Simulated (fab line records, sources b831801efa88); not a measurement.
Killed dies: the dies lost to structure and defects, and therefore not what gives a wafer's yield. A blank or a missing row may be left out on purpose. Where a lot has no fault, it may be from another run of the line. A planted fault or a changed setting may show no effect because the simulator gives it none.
A lot that was struck, set against a sound lot | flow sfqLine | 15 out of 325 route steps
Sound: wafers L553.1, L553.5, L553.6. Wafers L562.1, L562.2, L562.3 were the ones struck. The cause comes at the end.
Order at every step that has rows: each side's tool, ch and its chambers, its first start. Under that, the readings that differ: sound wafers | struck wafers | difference of the means | sigmas: that difference in standard deviations of wafers without a fault.
alike: readings with means less than 2 such deviations apart, plus words and numbers identical on both sides. not compared: withheld readings, readings lacking a value on some wafer, bounds such as >300 that could conceal the same value, and numbers that have no deviation in the record and whose values overlap.
The two part at a step that has a row with sigmas, a row that says differs or no value, or rows on one side only. When numbers do not overlap yet have no deviation, they are printed without sigmas and do not part them. A reading missing from all wafers of one side parts the sides only when that side holds two or more wafers.

SFQ_TRILAYER_JJ_CE_BARC_OPEN_RIE_150: chemistry O2, target BARC, target depth 240 nm, time 80 s.
  sound on rieMetal-02 ch 0,1, day 48 14:21; struck on rieMetal-01 ch 0,1, day 52 22:10
  alike: drypumpMotorCurrentA, oesProductAu
  not compared: rfHoursCounterH
SFQ_TRILAYER_JJ_CE_ETCH_RIE_118: chemistry SF6, target Nb, stops on Al2O3, time 97.7 s, target depth 170 nm.
  sound on rieMetal-02 ch 0,1, day 48 14:26; struck on rieMetal-01 ch 0,1, day 52 22:15
  alike: drypumpMotorCurrentA, oesProductAu
  not compared: rfHoursCounterH
then, 1 step without rows for these wafers: SFQ_TRILAYER_JJ_ANODIZE_ANODIZE_119.
SFQ_TRILAYER_JJ_CE_STRIP_STRIP_120: strips in O2.
  sound on rieMetal-01 ch 0,1, day 48 15:03; struck on rieMetal-02 ch 0,1, day 52 22:51
  alike: drypumpMotorCurrentA, oesProductAu
  not compared: rfHoursCounterH
then, 7 steps without rows for these wafers: SFQ_TRILAYER_JJ_CE_STRIP_SOLV_CLEAN_121 (cleans in NMP, time 600 s); SFQ_TRILAYER_M5_LITHO_COAT_128 (resist thk 62 nm); SFQ_TRILAYER_M5_LITHO_COAT_123 (resist thk 600 nm); SFQ_TRILAYER_M5_LITHO_SOFTBAKE_127; SFQ_TRILAYER_M5_LITHO_EXPOSE_124 (exposes mask M5, target cd 700 nm); SFQ_TRILAYER_M5_LITHO_PEB_126 (peb time 60 s); SFQ_TRILAYER_M5_LITHO_DEVELOP_125 (time 60 s).
-- the record jumps here: 6 days lie between the struck wafers' starts before and after --
SFQ_M5_OVL_MEAS_932:
  sound: overlay-01 at day 54 11:19; struck: overlay-02 at day 59 01:46
  alike: M5_OVL
SFQ_TRILAYER_M5_BARC_OPEN_METAL_ETCH_161: etches BARC in O2, target depth 125 nm, time 41.7 s.
  sound on rieMetal-01 ch 0,1, day 54 11:22; struck on rieMetal-01 ch 0,1, day 59 01:49
reading                                            | sound             | struck            | difference | sigmas
oesProductAu (a.u.)                                | 0.690 0.685 0.687 | 0.626 0.628 0.631 | -0.059     | -13
runLengthS (s)                                     | 69.5 70.0 69.5    | 78.7 78.4 78.2    | +8.8       | +23
model.KrF_of_TRILAYER_M5_LITHO_COAT_123.thkNm (nm) | 525.4 525.3 525.8 | 513.4 512.5 515   | -11.9      | 
  alike: drypumpMotorCurrentA
  not compared: rfHoursCounterH
SFQ_TRILAYER_M5_ETCH_METAL_ETCH_126: etches Nb in Cl2/BCl3, stops on SiO2, time 203.2 s, target depth 265 nm.
  sound on rieMetal-01 ch 0,1, day 54 11:25; struck on rieMetal-01 ch 0,1, day 59 01:52
reading                                            | sound             | struck          | difference | sigmas
model.KrF_of_TRILAYER_M5_LITHO_COAT_123.thkNm (nm) | 373.5 374.5 376.1 | 362.7 364 364.6 | -10.9      | 
  alike: drypumpMotorCurrentA, oesProductAu, runLengthS
  not compared: rfHoursCounterH
SFQ_TRILAYER_M5_STRIP_STRIP_127: strips in O2.
  sound on rieMetal-01 ch 0,1, day 54 11:37; struck on rieMetal-01 ch 0,1, day 59 02:04
  alike: drypumpMotorCurrentA, oesProductAu
  not compared: rfHoursCounterH

## WHERE THEY PART
Only at SFQ_TRILAYER_M5_BARC_OPEN_METAL_ETCH_161, as far as this record shows. Later steps at which nothing parts them and some readings are alike: SFQ_TRILAYER_M5_ETCH_METAL_ETCH_126, SFQ_TRILAYER_M5_STRIP_STRIP_127.

WHY: whatever the simulator had introduced
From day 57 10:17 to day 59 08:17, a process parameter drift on rieMetal-01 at SFQ_TRILAYER_M5_BARC_OPEN_METAL_ETCH_161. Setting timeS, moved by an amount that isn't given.
